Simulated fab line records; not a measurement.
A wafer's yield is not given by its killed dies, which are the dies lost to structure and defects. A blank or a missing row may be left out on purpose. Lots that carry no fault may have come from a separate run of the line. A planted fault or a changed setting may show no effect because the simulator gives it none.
Which tool did it? | flow sky130 | 17 wafers from 6 lots sampled at 3 of the route's 708 steps

WHAT EACH GAUGE READ, for each wafer
SKY_VIA3_THK_MEAS_01.
lot  | measured     | on           | VIA3_HDPCVD_THK (nm)
L547 | day 39 12:05 | filmMetro-04 | 1636 1625 1649
L549 | day 40 19:37 | filmMetro-04 | 1637 1637 1646
L551 | day 40 21:59 | filmMetro-04 | 1629 1642 1640
L554 | day 41 06:25 | filmMetro-03 | 1643 1638 1648
L557 | day 42 02:14 | filmMetro-04 | 1617 1636 1614
L563 | day 43 19:16 | filmMetro-04 | 1081 1661

WHAT TOOL EACH LOT RAN ON (gives the tool, then ch and the chambers of the sampled wafers, and finally the start)
lot  | SKY_VIA2_ETCH_15                  | SKY_VIA3_HDPCVD_00
L547 | rieDiel-04 ch 0,1,2, day 37 06:43 | hdpcvd-01 ch 0,2, day 39 11:47
L549 | rieDiel-01 ch 0,1,3, day 38 14:42 | hdpcvd-02 ch 0,1, day 40 19:25
L551 | rieDiel-01 ch 0,2,3, day 38 17:34 | hdpcvd-02 ch 0,1, day 40 21:49
L554 | rieDiel-01 ch 0,3, day 39 02:58   | hdpcvd-01 ch 0,1,2, day 41 06:13
L557 | rieDiel-02 ch 2,3, day 39 21:37   | hdpcvd-02 ch 0,1,2, day 42 02:04
L563 | rieDiel-01 ch 0,2, day 41 17:52   | hdpcvd-01 ch 0,2, day 43 19:05
- SKY_VIA2_ETCH_15: etches SiO2 in C4F8/O2/Ar, stops on TiN, target depth 546 nm, time 84 s.
- SKY_VIA3_HDPCVD_00: deposits SiO2, target thk 1635 nm, time 272.5 s.

THE ANSWER, worked out from the rows above alone
Rule: what is usual is taken from the lots themselves. Put in order of their means at a reading, lots are off if they are a third of the lots or fewer, leave a main group of 4 or more, and stand apart from it by a gap of 3 or more times the standard deviation of the main group's means; of several such gaps the widest counts. If all means in a main group match to the digits the tables above print for the reading, that group is not used. Also off: a lot with no number at a reading for which 4 or more lots have one. Where the step has rows for the other lots, those lots are counted as sound.
Off: at SKY_VIA3_THK_MEAS_01 (VIA3_HDPCVD_THK), L563. The main group: mean 1636 nm, standard deviation 7.1.
If a tool, at a process step before that reading, ran all the lots that are off and no sound lot after the first of them, it fits. Those tools and the gauges at SKY_VIA3_THK_MEAS_01 are tried in the same way. Can't be told from this: 3 tools fit, rieDiel-01 at SKY_VIA2_ETCH_15, hdpcvd-01 at SKY_VIA3_HDPCVD_00, filmMetro-04 at SKY_VIA3_THK_MEAS_01.

WHAT HAD BEEN PUT IN BY THE SIMULATOR
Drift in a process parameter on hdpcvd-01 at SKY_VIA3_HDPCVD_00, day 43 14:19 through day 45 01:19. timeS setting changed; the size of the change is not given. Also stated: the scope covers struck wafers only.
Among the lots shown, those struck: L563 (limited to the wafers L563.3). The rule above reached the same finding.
